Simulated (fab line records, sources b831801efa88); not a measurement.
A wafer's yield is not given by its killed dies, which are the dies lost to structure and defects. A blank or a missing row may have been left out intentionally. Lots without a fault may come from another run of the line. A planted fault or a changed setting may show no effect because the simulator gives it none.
A lot that was struck, set against a sound lot / flow sfq_line / 21 out of 325 route steps
Sound: these wafers, L843.4, L843.5, L843.6. Wafers struck: L853.2, L853.3, L853.6. The cause is named last.
Per side, at each step with rows, come the tool, then ch with its chambers, and then its first start. Under that, the readings that differ: sound wafers / struck wafers / difference of the means / sigmas: that difference in standard deviations of wafers without a fault.
alike: words and numbers the same on both sides, and readings whose means are apart by under 2 such deviations; not compared: readings that were withheld, readings missing a value for some wafer, numbers with overlapping values and no deviation given by the record, and bounds like >300 which may hide the same value.
A row with sigmas, a row that says differs or no value, or rows on one side alone: a step with any of these is where the two part. Non-overlapping numbers with no deviation appear without sigmas and do not part them. A reading missing from all wafers of one side parts the sides only when that side holds two or more wafers.

first, 2 steps without rows for these wafers: SFQ_TRILAYER_M1_LITHO_PEB_042 (peb time 60 s); SFQ_TRILAYER_M1_LITHO_DEVELOP_041 (time 60 s).
SFQ_M1_OVL_MEAS_911:
  sound: overlay-01 at day 17 11:58; struck: overlay-01 at day 21 03:13
  alike: M1_OVL
then, 1 step without rows for these wafers: SFQ_TRILAYER_M1_BARC_OPEN_METAL_ETCH_054 (etches BARC in O2, target depth 125 nm, time 41.7 s).
SFQ_TRILAYER_M1_ETCH_METAL_ETCH_042: etches Nb in Cl2/Ar, stops on SiO2, target depth 240 nm, time 120 s.
  sound on rie_metal-04 ch 0,1, day 17 12:05; struck on rie_metal-04 ch 0,1, day 21 03:18
  alike: drypump_motor_current_A, oes_product_au
  not compared: rf_hours_counter_h
then, 2 steps without rows for these wafers: SFQ_TRILAYER_M1_STRIP_STRIP_043 (strips in O2); SFQ_TRILAYER_M1_STRIP_SOLV_CLEAN_044 (cleans in NMP, time 600 s).
SFQ_TRILAYER_I1_DEP_PECVD_045: deposits SiO2 from SiH4/N2O, time 111.11 s, target thk 500 nm.
  sound on pecvd-01 ch 0,1,2, day 17 12:59; struck on pecvd-02 ch 0,1,2, day 21 04:13
  alike: heater_power_w, throttle_valve_pct
SFQ_TRILAYER_I1_CMP_CMP_046: polishes SiO2.
  sound on cmp-01 ch 1,2, day 17 13:37; struck on cmp-01 ch 1,2,3, day 21 06:30
  alike: motor_current_A, slurry_flow_ml_min, time_to_endpoint_s
SFQ_I1_BOW_MEAS_912:
  sound: film_metro-01 at day 17 16:11; struck: film_metro-03 at day 21 08:31
  alike: I1_BOW
SFQ_TRILAYER_I1_METRO_MEASURE_047:
  sound: film_metro-01 at day 17 16:50; struck: film_metro-03 at day 21 08:49
  alike: thk_nm
then, 1 step without rows for these wafers: SFQ_TRILAYER_I1_VIA_LITHO_COAT_054 (resist thk 62 nm).
SFQ_TRILAYER_I1_VIA_LITHO_COAT_049: resist thk 650 nm.
  sound on litho_track-01 ch 0, day 17 17:53; struck on litho_track-01 ch 0, day 21 10:10
reading=spin_speed_rpm (rpm); sound=2998.9 2999.3 3002.5; struck=2531.3 2533.9 2531.4; difference=-468.0; sigmas=-99 or more
reading=model.KrF_of_TRILAYER_I1_VIA_LITHO_COAT_049.thk_nm (nm); sound=652.8 649.5 650.8; struck=709.4 709.1 709.8; difference=+58.4; sigmas=
then, 4 steps without rows for these wafers: SFQ_TRILAYER_I1_VIA_LITHO_SOFTBAKE_053; SFQ_TRILAYER_I1_VIA_LITHO_EXPOSE_050 (exposes mask I1, target cd 500 nm); SFQ_TRILAYER_I1_VIA_LITHO_PEB_052 (peb time 60 s); SFQ_TRILAYER_I1_VIA_LITHO_DEVELOP_051 (time 60 s).
-- the record jumps here: 4 days lie between the struck wafers' starts before and after --
SFQ_I1_OVL_MEAS_913:
  sound: overlay-01 at day 21 12:49; struck: overlay-02 at day 25 21:00
  alike: I1_OVL
then, 1 step without rows for these wafers: SFQ_TRILAYER_I1_VIA_BARC_OPEN_VIA_ETCH_071 (etches BARC in O2, target depth 125 nm, time 41.7 s).
SFQ_TRILAYER_I1_VIA_ETCH_VIA_ETCH_052: etches SiO2 in CHF3, stops on Nb, target depth 260 nm.
  sound on rie_diel-01 ch 0,1,2, day 21 12:53; struck on rie_diel-04 ch 0,1, day 25 21:04
reading=model.KrF_of_TRILAYER_I1_VIA_LITHO_COAT_049.thk_nm (nm); sound=529 530.1 530.4; struck=588.4 589 589.6; difference=+59.2; sigmas=
  alike: drypump_motor_current_A, oes_product_au
SFQ_TRILAYER_I1_VIA_STRIP_STRIP_053: strips in O2.
  sound on rie_metal-01 ch 0,1, day 21 13:12; struck on rie_metal-01 ch 0,1, day 25 21:11
  alike: drypump_motor_current_A, oes_product_au
  not compared: rf_hours_counter_h

WHERE THEY PART
Only at SFQ_TRILAYER_I1_VIA_LITHO_COAT_049, as far as this record shows. Later steps at which nothing parts them and some readings are alike: SFQ_I1_OVL_MEAS_913, SFQ_TRILAYER_I1_VIA_ETCH_VIA_ETCH_052, SFQ_TRILAYER_I1_VIA_STRIP_STRIP_053.

WHY: what had been put in by the simulator
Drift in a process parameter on litho_track-01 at SFQ_TRILAYER_I1_VIA_LITHO_COAT_049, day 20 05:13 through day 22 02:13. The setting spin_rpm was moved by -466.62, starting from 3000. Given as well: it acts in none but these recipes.
